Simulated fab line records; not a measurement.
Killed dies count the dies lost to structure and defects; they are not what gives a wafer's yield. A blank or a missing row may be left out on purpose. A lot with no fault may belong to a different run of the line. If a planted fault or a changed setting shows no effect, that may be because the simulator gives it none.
Which of the tools did it? | flow sky130 | 42 wafers sampled from 14 lots at 1 step of a route of 708

WHAT EACH GAUGE READ, for each wafer
SKY_POLY_CUT_OVL_MEAS_09.
lot  | measured     | on         | POLY_CUT_OVL (nm)
L375 | day 24 15:43 | overlay-01 | -4 -2 5
L376 | day 25 04:22 | overlay-01 | 2 3 5
L378 | day 25 10:47 | overlay-02 | -10 -13 2
L377 | day 25 11:04 | overlay-02 | 7 2 -3
L379 | day 26 09:49 | overlay-01 | 5 -6 -2
L380 | day 26 14:16 | overlay-02 | 11 6 9
L381 | day 27 01:58 | overlay-02 | 3 9 5
L382 | day 27 05:56 | overlay-01 | 8 5 0
L383 | day 27 16:07 | overlay-02 | -10 -6 -2
L387 | day 28 22:23 | overlay-01 | -3 0 -4
L388 | day 29 07:44 | overlay-01 | -5 -2 0
L389 | day 29 18:19 | overlay-02 | 4 5 1
L394 | day 31 01:32 | overlay-02 | 6 0 2
L397 | day 32 05:25 | overlay-01 | 0 5 4

WHAT TOOL EACH LOT RAN ON (gives the tool, then ch and the chambers of the sampled wafers, and finally the start)
The record shows no process step preceding these readings.

WHAT THE TOOLS THEMSELVES READ (means of the sampled wafers that have a number; where no wafer has one, the mark that the record gives instead)
The record holds no such reading with a usual standard deviation.

THE ANSWER, worked out from the rows above alone
Rule: the lots themselves supply what counts as usual. The widest of any qualifying gaps counts: lots, ordered by their means at a reading, are off when they make up no more than a third of the lots, leave a main group of 4 or more, and stand apart from it by 3 or more times the standard deviation of that group's means. A main group is skipped when, at the precision printed for the reading in the tables above, its means are all equal. Also off: a lot with no number at a reading for which 4 or more lots have one. The other lots that the step has rows for count as sound. The gauges are gone through in route order, then the tools' own readings, and for those a lot's mean is taken as printed above. The first step at which some lot is off is used, and at that step the reading that is off furthest; a lot without a number counts as furthest.
Across all readings shown, no lot is off: no conclusion can be drawn from this.

WHAT HAD BEEN PUT IN BY THE SIMULATOR
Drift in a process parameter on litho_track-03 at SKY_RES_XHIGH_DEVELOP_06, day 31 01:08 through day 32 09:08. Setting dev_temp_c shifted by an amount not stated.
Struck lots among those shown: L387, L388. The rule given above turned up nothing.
